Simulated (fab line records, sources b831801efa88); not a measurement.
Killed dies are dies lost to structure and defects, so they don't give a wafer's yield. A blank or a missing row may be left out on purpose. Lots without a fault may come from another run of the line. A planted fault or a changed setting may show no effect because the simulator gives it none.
Which tool did it? | flow sky130 | 6 lots, 18 wafers sampled, at 2 steps of a route of 708

WHAT THE GAUGES READ, wafer by wafer
SKY_LDD_HVP_TW_MEAS_10.
lot  | measured     | on            | LDD_HVP_TW
L511 | day 22 05:56 | film_metro-04 | 450.6 450.3 448.4
L515 | day 24 01:28 | film_metro-04 | 451.1 450.2 452.0
L517 | day 24 20:57 | film_metro-01 | 453.2 452.7 452.1
L521 | day 26 04:19 | film_metro-01 | 456.0 452.4 456.0
L525 | day 27 13:52 | film_metro-04 | 461.2 460.7 460.9
L528 | day 28 10:00 | film_metro-04 | 457.0 458.4 454.7

WHICH TOOL RAN EACH LOT (tool, then ch and the chambers of the sampled wafers, then the start)
lot  | SKY_LDD_HVP_IMPLANT_08
L511 | implanter-04 ch 0, day 22 05:41
L515 | implanter-01 ch 0, day 24 01:14
L517 | implanter-04 ch 0, day 24 20:42
L521 | implanter-01 ch 0, day 26 04:04
L525 | implanter-01 ch 0, day 27 13:37
L528 | implanter-01 ch 0, day 28 09:45
- SKY_LDD_HVP_IMPLANT_08

THE ANSWER, worked out from the rows above alone
Rule: what is usual is taken from the lots themselves. Put in order of their means at a reading, lots are off if they are a third of the lots or fewer, leave a main group of 4 or more, and stand apart from it by a gap of 3 or more times the standard deviation of the main group's means; of several such gaps the widest counts. A main group whose means are all the same, to the digits that the tables above print for the reading, isn't used. A lot without any number at a reading at which 4 lots or more have one is off too. The other lots that the step has rows for count as sound.
No lot is off at any reading shown: from this, nothing can be told.

WHAT THE SIMULATOR HAD PUT IN
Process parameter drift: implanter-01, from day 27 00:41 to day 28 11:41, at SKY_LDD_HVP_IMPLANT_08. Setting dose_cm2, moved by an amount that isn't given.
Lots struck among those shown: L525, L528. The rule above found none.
